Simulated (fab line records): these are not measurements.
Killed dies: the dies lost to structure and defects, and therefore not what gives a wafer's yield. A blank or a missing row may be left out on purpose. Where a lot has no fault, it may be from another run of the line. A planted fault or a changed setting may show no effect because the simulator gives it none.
A lot that was struck, set against a sound lot :: flow sky130 :: 35 steps out of a route of 708
Sound: wafers L355.2, L355.4, L355.5. Struck: wafer L371.6 (left out: L371.2, a lot-mate that was not struck); the cause follows at the end.
Per side, at each step with rows, come the tool, then ch with its chambers, and then its first start. Under that, the readings that differ: sound wafers :: struck wafers :: difference of the means :: sigmas: that difference in standard deviations of wafers without a fault.
alike: same words and numbers on both sides, and readings whose means sit less than 2 such deviations apart. not compared: any withheld reading, any reading some wafer has no value for, any bound like >300 that may hide the same value, and any number with overlapping values for which the record gives no deviation.
A row with sigmas, a row that says differs or no value, or rows on one side alone: a step with any of these is where the two part. Numbers that have no deviation but don't overlap get no sigmas and don't part them. A reading missing from all wafers of one side parts the sides only when that side holds two or more wafers.

first, 4 steps without rows for these wafers: SKY_METAL5_SOFTBAKE_10 (time 60 s); SKY_METAL5_EXPOSE_11 (exposes mask MM5, target cd 1600 nm); SKY_METAL5_PEB_12; SKY_METAL5_DEVELOP_13 (develop time 60 s).
SKY_METAL5_DESCUM_14: chemistry O2, time 11 s.
  sound on rieMetal-04 ch 0,1, day 46 11:44; struck on rieMetal-02 ch 0, day 49 10:28
  alike: drypumpMotorCurrentA, oesProductAu
  not compared: rfHoursCounterH
SKY_METAL5_METAL_ETCH_15: etches the open film in Cl2/BCl3, stops on SiO2, target depth 1260 nm, time 252 s.
  sound on rieMetal-04 ch 0,1, day 46 11:46; struck on rieMetal-02 ch 0, day 49 10:31
  alike: biasW, drypumpMotorCurrentA, oesProductAu, throttleValvePct
  not compared: rfHoursCounterH
SKY_METAL5_STRIP_16: strips in O2/N2.
  sound on plasmaAsher-02 ch 1, day 46 12:00; struck on plasmaAsher-04 ch 0, day 49 10:44
reading: drypumpMotorCurrentA (A)
sound: 5.5 5.5 5.5
struck: 6.6
difference: +1.1
sigmas: +3
  alike: oesProductAu, stripTimeToEndpointS
  not compared: rfHoursCounterH
then, 3 steps without rows for these wafers: SKY_METAL5_STRIP_17 (strips in post etch residue remover, time 1200 s); SKY_METAL5_CLEAN_18 (cleans in IPA, time 180 s); SKY_METAL5_CLEAN_19 (cleans in O3/DIW).
SKY_PASSIVATION_CVD_00: deposits SiO2, target thk 90 nm.
  sound on pecvd-03 ch 0,1,2, day 46 12:41; struck on pecvd-03 ch 0, day 49 11:24
  alike: heaterPowerW
SKY_PASSIVATION_THK_MEAS_01:
  sound: filmMetro-02 at day 46 12:43; struck: filmMetro-01 at day 49 11:27
  alike: PASSIVATION_CVD_00_THK
SKY_PASSIVATION_CVD_02: deposits Si3N4, target thk 540 nm.
  sound on pecvd-02 ch 1,2, day 46 12:46; struck on pecvd-02 ch 2, day 49 11:30
reading: model.Si3N4_of_PASSIVATION_CVD_02.thkNm (nm)
sound: 533.1 525.7 541.2
struck: 397.2
difference: -136.1
sigmas: 
  alike: heaterPowerW
SKY_PASSIVATION_THK_MEAS_03:
  sound: filmMetro-01 at day 46 13:01; struck: filmMetro-01 at day 49 11:44
reading: PASSIVATION_CVD_02_THK (nm)
sound: 533 526 541
struck: 397
difference: -136
sigmas: -16
then, 7 steps without rows for these wafers: SKY_PASSIVATION_DEHYDRATE_04 (time 60 s); SKY_PASSIVATION_HMDS_05 (prime time 60 s); SKY_PASSIVATION_COAT_06 (resist thk 3000 nm); SKY_PASSIVATION_SOFTBAKE_07; SKY_PASSIVATION_EXPOSE_08 (exposes mask NSM, target cd 3000 nm); SKY_PASSIVATION_PEB_09; SKY_PASSIVATION_DEVELOP_10 (develop time 60 s).
SKY_PASSIVATION_ETCH_11: etches the open film in CF4/O2, stops on AlCu, target depth 725 nm, time 161.1 s.
  sound on rieDiel-03 ch 0,1,3, day 47 09:02; struck on rieDiel-04 ch 2, day 50 05:26
reading: oesProductAu (a.u.)
sound: 0.976 0.971 0.973
struck: 0.867
difference: -0.106
sigmas: -13

reading: throttleValvePct (%)
sound: 5.953 5.948 5.962
struck: 5.925
difference: -0.029
sigmas: -3

reading: model.etch.depthNm (nm)
sound: 696.8 692.3 704.1
struck: 559.7
difference: -138.0
sigmas: 

reading: model.PASSIVATION.featureDepthNm (nm)
sound: 696.8 692.3 704.1
struck: 559.7
difference: -138.0
sigmas: 
  alike: biasW, drypumpMotorCurrentA
  not compared: rfHoursCounterH
SKY_PASSIVATION_STRIP_12: strips in O2/N2.
  sound on plasmaAsher-03 ch 0,1, day 47 09:09; struck on plasmaAsher-02 ch 0, day 50 05:33
reading: drypumpMotorCurrentA (A)
sound: 6.05 5.66 6.04
struck: 5.36
difference: -0.56
sigmas: -3
  alike: oesProductAu, stripTimeToEndpointS
  not compared: rfHoursCounterH
then, 7 steps without rows for these wafers: SKY_PAD_OPEN_DEHYDRATE_00 (time 60 s); SKY_PAD_OPEN_HMDS_01 (prime time 60 s); SKY_PAD_OPEN_COAT_02 (resist thk 3000 nm); SKY_PAD_OPEN_SOFTBAKE_03; SKY_PAD_OPEN_EXPOSE_04 (exposes mask PDM, target cd 60000 nm); SKY_PAD_OPEN_PEB_05; SKY_PAD_OPEN_DEVELOP_06 (develop time 60 s).
SKY_PAD_OPEN_ETCH_07: etches the open film in CF4/O2, stops on AlCu, target depth 725 nm, time 161.1 s.
  sound on rieDiel-02 ch 2,3, day 48 04:52; struck on rieDiel-02 ch 3, day 50 20:34
reading: oesProductAu (a.u.)
sound: 0.970 0.974 0.972
struck: 0.850
difference: -0.122
sigmas: -15

reading: throttleValvePct (%)
sound: 5.954 5.964 5.975
struck: 5.932
difference: -0.032
sigmas: -3

reading: model.PAD_OPEN.featureDepthNm (nm)
sound: 696.8 692.3 704.1
struck: 559.7
difference: -138.0
sigmas: 

reading: model.etch.depthNm (nm)
sound: 696.8 692.3 704.1
struck: 559.7
difference: -138.0
sigmas: 
  alike: biasW, drypumpMotorCurrentA
  not compared: rfHoursCounterH
then, 1 step without rows for these wafers: SKY_PAD_OPEN_STRIP_08 (strips in O2/N2).
SKY_PAD_OPEN_STRIP_09: strips in post etch residue remover, time 1200 s.
  sound on wetBench-03 ch 0, day 48 05:04; struck on wetBench-01 ch 3, day 50 20:46
reading: model.Si3N4_of_PASSIVATION_CVD_02.thkNm (nm)
sound: 532.7 525.3 540.8
struck: 396.8
difference: -136.1
sigmas: 
then, 1 step without rows for these wafers: SKY_PAD_OPEN_CLEAN_10 (cleans in IPA, time 180 s).
SKY_PAD_OPEN_PROBE_99:
  sound: prober-01 at day 48 07:19; struck: prober-02 at day 50 23:19
reading: defectLimitedYield (%)
sound: 84.3 82.5 82.3
struck: 88.0
difference: +5.0
sigmas: +2

reading: killed_at_M0_to_M3
sound: 38 42 50
struck: 26
difference: -17
sigmas: -2

reading: killedAtContacts
sound: 24 39 27
struck: 14
difference: -16
sigmas: -3

reading: killedDies
sound: 77 86 87
struck: 59
difference: -24
sigmas: -2

reading: killedOpen
sound: 42 52 54
struck: 33
difference: -16
sigmas: -2

reading: sort_bin_5_function (%)
sound: 10.4 10.8 11.2
struck: 6.5
difference: -4.3
sigmas: -3

reading: sortNPass
sound: 415 406 405
struck: 433
difference: +24
sigmas: +2

reading: sortYieldPct (%)
sound: 84.3 82.5 82.3
struck: 88.0
difference: +5.0
sigmas: +2
  alike: killed_at_M4_up, killedAtFrontEnd, killedShort, sort_bin_3_pad_short, sort_bin_6_memory

## WHERE THEY PART
At SKY_METAL5_STRIP_16 first; at SKY_PAD_OPEN_PROBE_99 last (within this record only).

WHY: whatever the simulator had introduced
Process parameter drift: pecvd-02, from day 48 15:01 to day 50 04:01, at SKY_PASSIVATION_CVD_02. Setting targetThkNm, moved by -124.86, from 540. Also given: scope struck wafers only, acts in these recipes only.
